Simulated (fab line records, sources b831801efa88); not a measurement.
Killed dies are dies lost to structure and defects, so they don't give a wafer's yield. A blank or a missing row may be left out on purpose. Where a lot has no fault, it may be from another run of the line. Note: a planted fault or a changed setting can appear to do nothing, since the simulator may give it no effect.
Which tool is to blame? | flow sky130 | 36 wafers from 12 lots sampled at 6 of the route's 708 steps

WHAT THE GAUGES READ, wafer by wafer
SKY_POLY_CUT_OVL_MEAS_09.
lot  | measured     | on         | POLY_CUT_OVL (nm)
L492 | day 24 22:07 | overlay-02 | 11 2 5
L495 | day 26 02:37 | overlay-02 | 7 5 8
L496 | day 26 12:11 | overlay-02 | -2 3 4
L497 | day 26 14:47 | overlay-02 | 6 3 6
L499 | day 27 15:20 | overlay-02 | 11 5 6
L500 | day 28 00:10 | overlay-01 | 1 6 0
L501 | day 28 07:22 | overlay-01 | -3 5 -3
L502 | day 28 10:53 | overlay-02 | 6 -8 -1
L506 | day 29 21:32 | overlay-02 | -4 -3 -7
L508 | day 30 17:44 | overlay-01 | 5 6 7
L510 | day 31 02:32 | overlay-02 | 0 -5 3
L515 | day 32 09:14 | overlay-02 | 5 3 3

SKY_SD_P_CD_MEAS_07 targets a cd of 380 nm.
lot  | measured     | on        | cd nm (nm)
L492 | day 26 04:17 | cd sem-02 | 382.2 381.8 382.5
L495 | day 27 09:06 | cd sem-02 | 381.2 380.5 384.8
L496 | day 27 18:07 | cd sem-01 | 375.7 375.6 377.3
L497 | day 27 19:53 | cd sem-02 | 382.5 378.4 377.9
L499 | day 28 19:56 | cd sem-01 | 379.3 377.6 378.4
L500 | day 29 05:07 | cd sem-01 | 381.7 381.3 383.7
L501 | day 29 12:11 | cd sem-01 | 377.6 378.8 380.6
L502 | day 29 16:04 | cd sem-02 | 379.4 382.9 380.5
L506 | day 31 01:51 | cd sem-01 | 377.5 376.0 377.4
L508 | day 31 22:50 | cd sem-01 | 377.5 379.3 379.6
L510 | day 32 06:35 | cd sem-02 | 382.4 379.1 381.5
L515 | day 33 12:23 | cd sem-02 | 381.1 378.6 380.6

SKY_SD_N_RS_MEAS_16: a four-point-probe measurement.
lot  | measured     | on            | SD_N_RS (ohm/sq)
L492 | day 28 17:01 | film metro-04 | 68.63 68.72 68.58
L495 | day 29 20:33 | film metro-01 | 68.58 68.57 68.55
L496 | day 30 06:10 | film metro-03 | 68.50 68.50 68.56
L497 | day 30 07:25 | film metro-01 | 68.94 68.67 68.66
L499 | day 31 06:44 | film metro-04 | 68.91 68.94 69.00
L500 | day 31 14:08 | film metro-04 | 68.69 68.81 68.70
L501 | day 31 21:17 | film metro-03 | 68.57 68.52 68.76
L502 | day 32 01:55 | film metro-04 | 68.50 68.47 68.72
L506 | day 33 11:24 | film metro-03 | 68.56 68.85 68.55
L508 | day 34 07:38 | film metro-04 | 71.26 71.34 71.18 71.17 71.28 71.22
L510 | day 34 14:05 | film metro-04 | 71.30 71.35 71.27 71.41 71.36 71.29
L515 | day 35 20:26 | film metro-03 | 68.55 68.58 68.42

SKY_SD_N_RS_MEAS_17: a four-point-probe measurement.
lot  | measured     | on            | SD_P_RS (ohm/sq)
L492 | day 28 17:08 | film metro-04 | 147.2 147.3 147.5
L495 | day 29 20:40 | film metro-01 | 146.5 146.8 146.8
L496 | day 30 06:17 | film metro-03 | 146.7 146.8 147.1
L497 | day 30 07:32 | film metro-01 | 147.8 147.8 147.6
L499 | day 31 06:51 | film metro-04 | 147.9 148.0 148.2
L500 | day 31 14:16 | film metro-04 | 147.6 147.3 147.1
L501 | day 31 21:24 | film metro-03 | 147.0 147.2 147.1
L502 | day 32 02:02 | film metro-04 | 147.0 147.1 146.9
L506 | day 33 11:31 | film metro-03 | 147.6 147.4 147.5
L508 | day 34 09:29 | film metro-04 | 162.0 162.2 161.9 162.4 162.2 161.9
L510 | day 34 15:58 | film metro-04 | 162.2 161.8 162.1 162.5 161.9 162.4
L515 | day 35 20:33 | film metro-03 | 147.0 147.4 147.2

SKY_LI_CONTACT_THK_MEAS_01.
lot  | measured     | on            | LI_CONTACT_HDPCVD_THK (nm)
L492 | day 28 17:31 | film metro-03 | 903 910 924
L495 | day 29 21:02 | film metro-01 | 915 911 912
L496 | day 30 06:38 | film metro-04 | 911 909 920
L497 | day 30 07:52 | film metro-04 | 910 920 910
L499 | day 31 07:14 | film metro-03 | 921 908 911
L500 | day 31 14:37 | film metro-01 | 913 927 928
L501 | day 31 21:45 | film metro-01 | 909 898 916
L502 | day 32 02:23 | film metro-03 | 898 912 908
L506 | day 33 11:52 | film metro-04 | 920 921 917
L508 | day 34 15:22 | film metro-01 | 925 922 924
L510 | day 35 03:04 | film metro-01 | 929 926 924
L515 | day 35 20:53 | film metro-04 | 931 937 922

EACH LOT AND THE TOOL THAT RAN IT (in order: tool; ch and the chambers of the sampled wafers; start)
lot  | SKY_SD_N_RTA_14
L492 | rtp anneal-01 ch 0, day 28 16:50
L495 | rtp anneal-02 ch 0, day 29 20:23
L496 | rtp anneal-01 ch 0, day 30 05:59
L497 | rtp anneal-02 ch 0, day 30 07:13
L499 | rtp anneal-02 ch 0, day 31 06:32
L500 | rtp anneal-01 ch 0, day 31 13:58
L501 | rtp anneal-02 ch 0, day 31 21:06
L502 | rtp anneal-01 ch 0, day 32 01:44
L506 | rtp anneal-01 ch 0, day 33 11:12
L508 | rtp anneal-01 ch 0, day 34 07:26
L510 | rtp anneal-01 ch 0, day 34 13:54
L515 | rtp anneal-02 ch 0, day 35 20:14
- SKY_SD_N_RTA_14: time 2 s.

AS READ BY THE TOOLS THEMSELVES (means over the sampled wafers that have a number; for cases with no such wafer, the mark the record gives instead)
SKY_SD_N_RTA_14.
lot  | tool          | lamp power pct (%) | wafer_temp_C_max
L492 | rtp anneal-01 | 15.73              | 1078.5
L495 | rtp anneal-02 | 15.70              | 1079.1
L496 | rtp anneal-01 | 15.69              | 1078.5
L497 | rtp anneal-02 | 15.74              | 1077.5
L499 | rtp anneal-02 | 15.70              | 1078.8
L500 | rtp anneal-01 | 15.76              | 1077.8
L501 | rtp anneal-02 | 15.72              | 1078.1
L502 | rtp anneal-01 | 15.66              | 1077.2
L506 | rtp anneal-01 | 15.72              | 1079.0
L508 | rtp anneal-01 | 15.73              | 1078.1
L510 | rtp anneal-01 | 15.73              | 1078.4
L515 | rtp anneal-02 | 15.78              | 1077.8

THE ANSWER, worked out from the rows above alone
Rule: what is usual is taken from the lots themselves. The widest of any qualifying gaps counts: lots, ordered by their means at a reading, are off when they make up no more than a third of the lots, leave a main group of 4 or more, and stand apart from it by 3 or more times the standard deviation of that group's means. If all means in a main group match to the digits the tables above print for the reading, that group is not used. Also off: a lot with no number at a reading for which 4 or more lots have one. All remaining lots with rows at the step are treated as sound. Order of review: gauges by route order, followed by the tools' own readings, for which a lot's mean as printed above is used. The first step at which some lot is off is used, and at that step the reading that is off furthest; a lot without a number counts as furthest.
Off: L508, L510, seen at SKY_SD_N_RS_MEAS_16 (SD_N_RS). Main group: mean 68.65 ohm/sq, sd 0.13.
A tool fits if, at a process step before that reading, it ran every lot that is off, and no sound lot after the first of them. Gauges at SKY_SD_N_RS_MEAS_16: tried the same way as those tools. This does not decide it: 2 tools fit, namely rtp anneal-01 at SKY_SD_N_RTA_14 and film metro-04 at SKY_SD_N_RS_MEAS_16.

WHAT THE SIMULATOR PUT IN
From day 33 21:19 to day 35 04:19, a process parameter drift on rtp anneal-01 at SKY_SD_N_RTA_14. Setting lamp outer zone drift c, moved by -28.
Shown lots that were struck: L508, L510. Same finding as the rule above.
